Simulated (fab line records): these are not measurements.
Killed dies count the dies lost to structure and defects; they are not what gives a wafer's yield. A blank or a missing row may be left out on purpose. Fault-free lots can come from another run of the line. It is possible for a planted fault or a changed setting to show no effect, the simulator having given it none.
Which tool is to blame? -- flow sky130 -- Sampling: 13 lots, 39 wafers, 4 of 708 route steps

WHAT THE GAUGES READ, wafer by wafer
SKY_SD_N_RS_MEAS_18: uses a four-point probe to measure.
lot,measured,on,RES_XHIGH_RS (ohm/sq)
L375,day 28 12:39,filmMetro-02,334.0 334.2 334.0
L376,day 29 13:30,filmMetro-01,331.1 330.8 330.5
L377,day 29 15:47,filmMetro-02,333.7 333.6 334.4
L378,day 29 17:13,filmMetro-02,332.0 332.6 334.1
L379,day 30 00:11,filmMetro-01,330.8 329.5 332.4
L385,day 32 09:01,filmMetro-04,334.0 333.7 332.9
L387,day 32 14:12,filmMetro-01,330.7 330.9 331.1
L389,day 33 12:24,filmMetro-01,331.3 332.7 331.8
L390,day 33 17:16,filmMetro-04,332.3 333.7 332.4
L391,day 34 07:25,filmMetro-04,333.6 334.8 335.3
L392,day 34 11:52,filmMetro-02,334.8 335.5 333.9
L393,day 34 18:19,filmMetro-01,331.8 332.5 333.1
L396,day 35 11:34,filmMetro-04,333.3 333.4 332.9

SKY_CONTACT_OVL_MEAS_15.
lot,measured,on,CONTACT_OVL (nm)
L375,day 32 04:34,overlay-02,-2 9 8
L376,day 33 03:23,overlay-02,2 -1 -1
L385,day 35 20:29,overlay-02,-2 -8 -1
L387,day 36 01:44,overlay-02,-7 1 -2
L389,day 36 23:26,overlay-01,0 0 4
L390,day 37 03:17,overlay-01,3 -9 -1
L391,day 37 17:39,overlay-02,1 -7 -8
L392,day 37 22:56,overlay-02,0 3 -2
L393,day 38 03:47,overlay-02,1 -4 0
L396,day 38 19:49,overlay-01,-10 -9 -7

TOOL THAT RAN EACH LOT (tool first, then ch and the chambers of the sampled wafers, then the start)
lot,SKY_LI_CONTACT_SPUTTER_19,SKY_LOCAL_INTERCONNECT_STRIP_15
L375,"pvdSputter-02, day 29 18:08","plasmaAsher-04 ch 0, day 30 23:14"
L376,"pvdSputter-01, day 30 18:34","plasmaAsher-02 ch 0,1, day 31 23:42"
L377,"pvdSputter-04, day 30 20:56","plasmaAsher-03 ch 0,1, day 32 01:21"
L378,"pvdSputter-04, day 30 22:13","plasmaAsher-04 ch 0,1, day 32 03:15"
L379,"pvdSputter-01, day 31 05:13","plasmaAsher-03 ch 0,1, day 32 09:59"
L385,"pvdSputter-02, day 33 12:15","plasmaAsher-03 ch 0,1, day 34 16:30"
L387,"pvdSputter-01, day 33 18:23","plasmaAsher-03 ch 0,1, day 34 21:52"
L389,"pvdSputter-01, day 34 16:24","plasmaAsher-04 ch 0,1, day 35 20:24"
L390,"pvdSputter-01, day 34 20:51","plasmaAsher-04 ch 0,1, day 36 00:29"
L391,"pvdSputter-01, day 35 11:31","plasmaAsher-03 ch 0,1, day 36 15:14"
L392,"pvdSputter-02, day 35 16:23","plasmaAsher-04 ch 0,1, day 36 19:38"
L393,"pvdSputter-01, day 35 22:05","plasmaAsher-03 ch 1, day 37 00:53"
L396,"pvdSputter-02, day 36 15:00","plasmaAsher-02 ch 0,1, day 37 18:01"
- SKY_LI_CONTACT_SPUTTER_19: material Ti, target thk 20 nm, time 106.37 s.
- SKY_LOCAL_INTERCONNECT_STRIP_15: strips in O2/N2.

AS READ BY THE TOOLS THEMSELVES (means over the sampled wafers that have a number; for cases with no such wafer, the mark the record gives instead)
SKY_LI_CONTACT_SPUTTER_19.
lot,tool,throttleValvePct (%)
L375,pvdSputter-02,29.8
L376,pvdSputter-01,30.9
L377,pvdSputter-04,29.5
L378,pvdSputter-04,30.4
L379,pvdSputter-01,30.2
L385,pvdSputter-02,29.7
L387,pvdSputter-01,30.5
L389,pvdSputter-01,30.5
L390,pvdSputter-01,30.6
L391,pvdSputter-01,30.8
L392,pvdSputter-02,29.7
L393,pvdSputter-01,30.5
L396,pvdSputter-02,29.1

SKY_LOCAL_INTERCONNECT_STRIP_15.
lot,tool,chamberPressureMTorr (mTorr),drypumpMotorCurrentA (A),oesProductAu (a.u.),stripTimeToEndpointS (s)
L375,plasmaAsher-04,1499.3,6.0,0.427,4.736
L376,plasmaAsher-02,1500.2,5.9,0.431,4.735
L377,plasmaAsher-03,-,-,-,-
L378,plasmaAsher-04,-,-,-,-
L379,plasmaAsher-03,-,-,-,-
L385,plasmaAsher-03,1500.0,5.1,0.430,4.732
L387,plasmaAsher-03,1502.1,5.0,0.428,4.749
L389,plasmaAsher-04,1500.0,5.7,0.422,4.695
L390,plasmaAsher-04,1500.8,5.8,0.430,4.728
L391,plasmaAsher-03,1499.6,5.0,0.426,4.716
L392,plasmaAsher-04,1501.8,5.8,0.430,4.733
L393,plasmaAsher-03,1500.3,5.1,0.430,4.733
L396,plasmaAsher-02,1501.4,5.6,0.426,4.750

THE ANSWER, worked out from the rows above alone
Rule: usual is defined by the lots themselves. The widest of any qualifying gaps counts: lots, ordered by their means at a reading, are off when they make up no more than a third of the lots, leave a main group of 4 or more, and stand apart from it by 3 or more times the standard deviation of that group's means. A main group whose means are all the same, to the digits that the tables above print for the reading, isn't used. Also off: a lot with no number at a reading for which 4 or more lots have one. Any other lot the step has rows for is counted as sound. The gauges are gone through in route order, then the tools' own readings, and for those a lot's mean is taken as printed above. At the first step where some lot is off, the reading lying furthest off is the one used; lots without a number count as furthest.
Off: L377, L378, L379, at SKY_LOCAL_INTERCONNECT_STRIP_15 (chamberPressureMTorr). Without a number there: L377, L378, L379. For the main group the mean is 1500.5 mTorr and the standard deviation 0.89.
If a tool, at that step or one of the process steps before it, ran each lot that is off and ran no sound lot following the first of them, it fits. Of those tried, none fits.

WHAT HAD BEEN PUT IN BY THE SIMULATOR
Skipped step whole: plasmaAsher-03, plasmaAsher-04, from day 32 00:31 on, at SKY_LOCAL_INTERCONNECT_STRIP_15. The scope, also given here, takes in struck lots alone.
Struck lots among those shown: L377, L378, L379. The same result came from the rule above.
